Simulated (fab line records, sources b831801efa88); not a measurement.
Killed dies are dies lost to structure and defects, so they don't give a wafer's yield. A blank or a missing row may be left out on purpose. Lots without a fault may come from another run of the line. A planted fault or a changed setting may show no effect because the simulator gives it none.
Problem report in the 8D (eight disciplines) form, filled by code | flow gf180mcu | the parts of the form that need people (team, actions taken, sign-off) are left out

1. THE PROBLEM
MIM_ALCU_RS at GF_MIM_RS_MEAS_10 reads a mean of 0.1704 ohm/sq on 2 wafers of 2 lots; wafers without a fault read 0.1602 ohm/sq with a standard deviation of 0.0018. That is +5.7 standard deviations from the usual mean.
The step: measures by four-point-probe.
First seen on wafer L745.6, day 29 19:36, on film_metro-04. The record holds 30 wafers of 10 lots with a number at this step. Rule for "out", or "out of limits": more than 4 standard deviations from the usual mean. The other wafers with a number count as sound.

2. WHAT IT IS AND WHAT IT IS NOT
question                    | is                | is not
which readings at this step | MIM_ALCU_RS       | -
which lots                  | L745, L746        | L728, L729, L731, L732, L733, L734, L742, L748
which wafers of those lots  | L745.6, L746.6    | L745.3, L745.4, L746.2, L746.3
read on which gauges        | film_metro-04     | film_metro-01, film_metro-03
when                        | from day 29 19:36 | up to then (23 sound wafers); but 5 sound wafers of L746, L748 came after

3. SUSPECTS, AND WHAT RULES EACH OUT
Counting: a tool at a process step up to the reading stays a suspect if it ran every lot that is out. Sound lots after the first of them don't rule it out here, since some wafers of a struck lot are sound.
- the gauge at GF_MIM_RS_MEAS_10: kept. All the wafers that are out were read on film_metro-04, and no step on other tools shows them out.
- pvd_sputter-02 at GF_MIM_SPUTTER_08 (material AlCu, target thk 200 nm, time 10.6 s): kept. It ran every lot that is out, first L745 (day 29 19:30); its last sound lot up to then is L733 (day 26 12:23).
- pvd_sputter-02 at GF_MIM_SPUTTER_09 (material TiN, target thk 35 nm, time 29.2 s): kept. It ran every lot that is out, first L745 (day 29 19:32); its last sound lot up to then is L733 (day 26 12:25).
Left after counting: pvd_sputter-02 at GF_MIM_SPUTTER_08, pvd_sputter-02 at GF_MIM_SPUTTER_09, film_metro-04 at GF_MIM_RS_MEAS_10.

4. THE CAUSE (what the simulator had put in)
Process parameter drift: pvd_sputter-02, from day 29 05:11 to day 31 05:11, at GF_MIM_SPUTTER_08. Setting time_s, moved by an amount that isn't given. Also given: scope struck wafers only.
Counting left 3 suspects, and this tool is among them.

5. THE CHAIN OF EFFECTS, in route order
Each row: a reading whose mean over the struck wafers that have a number lies more than 3 standard deviations from the usual. Only readings for which the record gives a usual standard deviation are gone through. hours: the time from each lot's start at the first step in this table that gives one to its start at this step, as a median over the lots. sigmas: the change in usual standard deviations.
hours | step                 | reading            | usual         | on struck wafers | change  | sigmas
0     | GF_MIM_RS_MEAS_10    | MIM_ALCU_RS        | 0.1602 ohm/sq | 0.1704           | +0.0102 | +5.7
0     | GF_MIM_THK_MEAS_11   | MIM_ALCU_THK       | 197.7 nm      | 186.0            | -11.7   | -5.1
18    | GF_MIM_METAL_ETCH_19 | oes_product_au     | 0.943 a.u.    | 0.920            | -0.023  | -4.0
18    | GF_MIM_METAL_ETCH_19 | throttle_valve_pct | 28.281 %      | 28.312           | +0.032  | +3.2
The process steps in it:
- GF_MIM_METAL_ETCH_19: etches the open film in Cl2/BCl3, stops on Si3N4, target depth 324.5 nm, time 54.1 s.

6. WHAT WOULD HAVE CAUGHT IT SOONER
In this record the first reading out of limits at a measuring or inspecting step was taken at day 29 19:36, 14 hours after the fault began at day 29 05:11.
Of the tool readings at GF_MIM_SPUTTER_08 for which the record gives a usual standard deviation, none was out on any struck wafer, so an alarm limit of 4 standard deviations on them would not have fired.
Of the lots that are out (2), L746 began GF_MIM_SPUTTER_08 on pvd_sputter-02 after day 29 19:36. A hold on the tool at that time would have spared it.
